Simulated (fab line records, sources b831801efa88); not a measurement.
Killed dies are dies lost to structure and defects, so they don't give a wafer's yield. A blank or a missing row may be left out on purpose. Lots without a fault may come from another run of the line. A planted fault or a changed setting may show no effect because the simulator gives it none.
A struck lot beside a sound one | flow gf180mcu | 15 steps out of a route of 602
Sound: wafers L776.2, L776.3, L776.5. Struck: wafer L778.6. (L778.3, L778.5 of the same lot were not struck and are left out.) The cause comes at the end.
At each step with rows: each side's tool, then ch and its chambers, then its first start. Under that, the readings that differ: sound wafers | struck wafers | difference of the means | sigmas: that difference in standard deviations of wafers without a fault.
alike: readings whose means differ by less than 2 such deviations, and words and numbers that are the same on both sides. not compared: withheld readings, readings that some wafer has no value for, bounds like >300 that may hide the same value, and numbers for which the record gives no deviation and whose values overlap.
The two part at a step that has a row with sigmas, a row that says differs or no value, or rows on one side only. Numbers that don't overlap but have no deviation are shown without sigmas and don't part them. A reading that every wafer of one side lacks parts them only if that side has two wafers or more.

GF_V3_OVL_MEAS_15:
  sound on overlay-01, day 26 06:07; struck on overlay-01, day 26 17:37
  alike: V3_OVL
then, 1 step without rows for these wafers: GF_V3_ETCH_16 (etches BARC in N2/H2).
GF_V3_ETCH_17: etches SiO2 in C4F8/O2/Ar, stops on TiN, target depth 635 nm.
  sound on rie_diel-03 ch 0,2; struck on rie_diel-04 ch 1
  alike: oes_product_au, rf_fwd_power_W
GF_V3_STRIP_18: strips in O2/N2.
  sound on plasma_asher-01 ch 0,1, day 26 06:16; struck on plasma_asher-02 ch 0, day 26 17:49
  alike: drypump_motor_current_A, heater_power_w, oes_product_au
  not compared: rf_hours_counter_h
then, 2 steps without rows for these wafers: GF_V3_STRIP_19 (strips in post etch residue remover, time 1200 s); GF_V3_CLEAN_20 (cleans in DIW).
GF_V3_SPUTTER_21: material Ti, target thk 15 nm, time 80.02 s.
  sound on pvd_sputter-04, day 26 06:51; struck on pvd_sputter-01, day 26 18:19
  alike: cathode_dc_power_W, throttle_valve_pct
GF_V3_SPUTTER_22: material TiN, target thk 10 nm, time 40 s.
  sound on pvd_sputter-04, day 26 06:55; struck on pvd_sputter-01, day 26 18:22
  alike: cathode_dc_power_W, throttle_valve_pct
GF_V3_CVD_23: deposits W, target thk 350 nm, time 104.9 s.
  sound on cvd_w-01 ch 0,1, day 26 06:57; struck on cvd_w-02 ch 0, day 26 18:27
  alike: heater_power_w
GF_V3_RS_MEAS_24: measures by four-point-probe.
  sound on film_metro-03, day 26 07:05; struck on film_metro-02, day 26 18:34
  alike: V3_W_RS
GF_V3_THK_MEAS_25: measures by xrf.
  sound on film_metro-03, day 26 07:12; struck on film_metro-02, day 26 18:40
  alike: V3_W_THK
then, 1 step without rows for these wafers: GF_V3_CMP_26 (polishes, stops on SiO2, t overpolish 15 s, target thk 0 nm).
GF_M4_SPUTTER_00: material Ti, target thk 37.5 nm, time 150 s.
  sound on pvd_sputter-03, day 26 07:44; struck on pvd_sputter-02, day 26 19:00
  reading                               | sound             | struck | difference | sigmas
  throttle_valve_pct (%)                | 28.5 28.7 29.1    | 31.1   | +2.3       | +3
  model.Ti_of_M4_SPUTTER_00.thk_nm (nm) | 36.56 37.26 37.31 | 26.37  | -10.67     |
  alike: cathode_dc_power_W
then, 2 steps without rows for these wafers: GF_M4_SPUTTER_01 (material TiN, target thk 30 nm, time 25 s); GF_PASSIVATION_PROBE_99.

WHERE THEY PART
Only at GF_M4_SPUTTER_00, within this record.

WHY: what the simulator had put in
Process parameter drift: pvd_sputter-02, from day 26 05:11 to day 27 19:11, at GF_M4_SPUTTER_00. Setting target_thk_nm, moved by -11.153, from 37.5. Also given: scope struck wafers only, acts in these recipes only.
